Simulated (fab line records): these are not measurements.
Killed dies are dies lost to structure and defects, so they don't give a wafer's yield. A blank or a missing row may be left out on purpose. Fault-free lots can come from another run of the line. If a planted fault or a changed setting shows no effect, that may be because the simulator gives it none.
Problem report, 8D (eight disciplines) form, completed by code / flow gf180mcu / the parts of the form that need people (team, actions taken, sign-off) are left out

== 1. THE PROBLEM ==
V4_CVD_02_THK at GF_V4_THK_MEAS_03 reads a mean of 522 nm on 1 wafer of 1 lot; wafers without a fault read 855 nm with a standard deviation of 11. Relative to the usual mean, that is a shift of -30 standard deviations.
Seen first at day 27 18:01 on film_metro-03, wafer L296.4. The record has a number at this step for 36 wafers belonging to 12 lots. Rule for "out" (also "out of limits"): further than 4 standard deviations from the usual mean. The rest of the wafers with a number are treated as sound.

== 2. WHAT THIS IS AND IS NOT ==
question=which readings at this step | is=V4_CVD_02_THK | is not=-
question=which lots | is=L296 | is not=L283, L285, L286, L287, L290, L291, L300, L302, L304, L305, L306
question=which wafers of those lots | is=L296.4 | is not=L296.3, L296.5
question=read on which gauges | is=film_metro-03 | is not=film_metro-01, film_metro-04
question=when | is=from day 27 18:01 | is not=up to then (20 sound wafers); but 15 sound wafers of L300, L302, L304, L305, L306 came after

== 3. WHAT RULES OUT EACH SUSPECT ==
Counting: if a tool at a process step up to the reading ran every lot that is out, it stays a suspect. Sound lots after the first of them don't rule it out here, since some wafers of a struck lot are sound.
- ruled out: the gauge at GF_V4_THK_MEAS_03. All the wafers that are out were read on film_metro-03, but those of them that GF_V4_CMP_04 has rows for are out there too, on other tools.
- pvd_sputter-03 at GF_M4_SPUTTER_00 (material Ti, target thk 37.5 nm, time 147.8 s): kept. L296, the lot that is out, went through it at day 26 21:20; up to then, the latest sound lot through it was L291 at day 25 13:28.
- pecvd-02 at GF_V4_CVD_02 (deposits SiO2 from TEOS, target thk 850 nm, time 94.851 s): kept. L296, the lot that is out, went through it at day 27 17:56; up to then, the latest sound lot through it was L287 at day 25 10:58.
- Within pecvd-02 at GF_V4_CVD_02, the wafers that are out were processed in chamber 1 and their sound lot-mates in chamber 0.
Remaining after the count are pvd_sputter-03 at GF_M4_SPUTTER_00 and pecvd-02 at GF_V4_CVD_02.

== 4. THE CAUSE (what the simulator had put in) ==
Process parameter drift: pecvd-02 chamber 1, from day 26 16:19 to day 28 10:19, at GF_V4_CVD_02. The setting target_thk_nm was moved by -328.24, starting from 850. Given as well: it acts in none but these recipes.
Counting left 2 suspects, and this tool is among them.

== 5. THE CHAIN OF EFFECTS, in route order ==
One row per reading whose mean, taken over the struck wafers that have a number, lies over 3 standard deviations from the usual. Readings are gone through only where the record gives a usual standard deviation; hours: the median, over the lots, of the time from a lot's start at the first step in this table giving one to that lot's start at this step; sigmas: the change measured in usual standard deviations.
hours=0; step=GF_V4_THK_MEAS_03; reading=V4_CVD_02_THK; usual=855 nm; on struck wafers=522; change=-333; sigmas=-30
hours=0; step=GF_V4_CMP_04; reading=time_to_endpoint_s; usual=84 s; on struck wafers=36; change=-48; sigmas=-9.2
hours=-; step=GF_V4_ETCH_17; reading=oes_product_au; usual=0.856 a.u.; on struck wafers=0.766; change=-0.090; sigmas=-21
The process steps in it:
- GF_V4_CMP_04: polishes SiO2.
- GF_V4_ETCH_17: etches SiO2 in C4F8/O2/Ar, stops on TiN, target depth 630 nm.

== 6. WHAT WOULD HAVE CAUGHT IT SOONER ==
In this record the first reading out of limits at a measuring or inspecting step was taken at day 27 18:01, 26 hours after the fault began at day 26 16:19.
An alarm limit of 4 standard deviations would not have fired on the tool readings at GF_V4_CVD_02 for which the record gives a usual standard deviation, since none of them was out on any struck wafer.
The start of GF_V4_CVD_02 on pecvd-02 came by day 27 18:01 for every one of the lots that are out (1). Tool hold at that time: it would have spared none of them.
